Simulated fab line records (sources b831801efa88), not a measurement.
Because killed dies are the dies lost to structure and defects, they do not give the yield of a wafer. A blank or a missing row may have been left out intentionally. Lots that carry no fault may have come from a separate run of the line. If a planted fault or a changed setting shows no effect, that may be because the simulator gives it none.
Chamber matching | flow sky130 | SKY_PASSIVATION_CVD_02 on pecvd-02 has 3 sister chambers
The step deposits Si3N4, target thk 540 nm. 16 wafers are shown with their chamber, then 8 later ones without.

== WAFERS PAIRED WITH THEIR CHAMBERS ==
wafer  | chamber | heaterPowerW (W)
L820.4 | 2       | 717
L820.5 | 0       | 948
L820.6 | 1       | 609
L821.1 | 0       | 884
L821.2 | 1       | 693
L821.6 | 1       | 537
L826.2 | 0       | 861
L826.4 | 0       | 891
L826.5 | 2       | 748
L829.2 | 2       | 777
L829.3 | 1       | 651
L829.4 | 2       | 639
L832.2 | 2       | 744
L832.4 | 2       | 746
L832.5 | 1       | 649
L835.3 | 2       | 739

SIGNATURES (means of the wafers above)
reading      | chamber 0 | chamber 1 | chamber 2 | scatter within a chamber
heaterPowerW | 896.00    | 627.80    | 730.00    | 47.6
Rule: for each reading, subtract the chamber's mean from the wafer's reading, divide by that reading's scatter and square the result; add these up over the readings and take the root, which gives the wafer's distance from the chamber. If the next closest chamber is less than 2 further off than the closest, the wafer can't be placed; otherwise it belongs to the closest. The scatter is the square root of a quotient: the sum, over the shown wafers, of each reading's squared deviation from its chamber's mean, divided by wafers minus chambers.

== WAFERS WHOSE CHAMBER IS MISSING ==
wafer  | heaterPowerW (W)
L835.4 | 759
L835.6 | 770
L836.3 | 813
L836.4 | 844
L836.5 | 681
L837.2 | 667
L837.3 | 713
L837.6 | 902

== THE CHAMBER EACH PASSED THROUGH ==
wafer  | from the rows above     | in truth
L835.4 | 2                       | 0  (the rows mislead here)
L835.6 | can't be placed: 2 or 0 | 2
L836.3 | can't be placed: 0 or 2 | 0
L836.4 | can't be placed: 0 or 2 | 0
L836.5 | can't be placed: 2 or 1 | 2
L837.2 | can't be placed: 1 or 2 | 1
L837.3 | can't be placed: 2 or 1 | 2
L837.6 | 0                       | 0
Placed correctly: 1 of 8. Can't be placed from these rows: 6 (the true chamber is among the candidates in 6). Placed wrongly: 1.
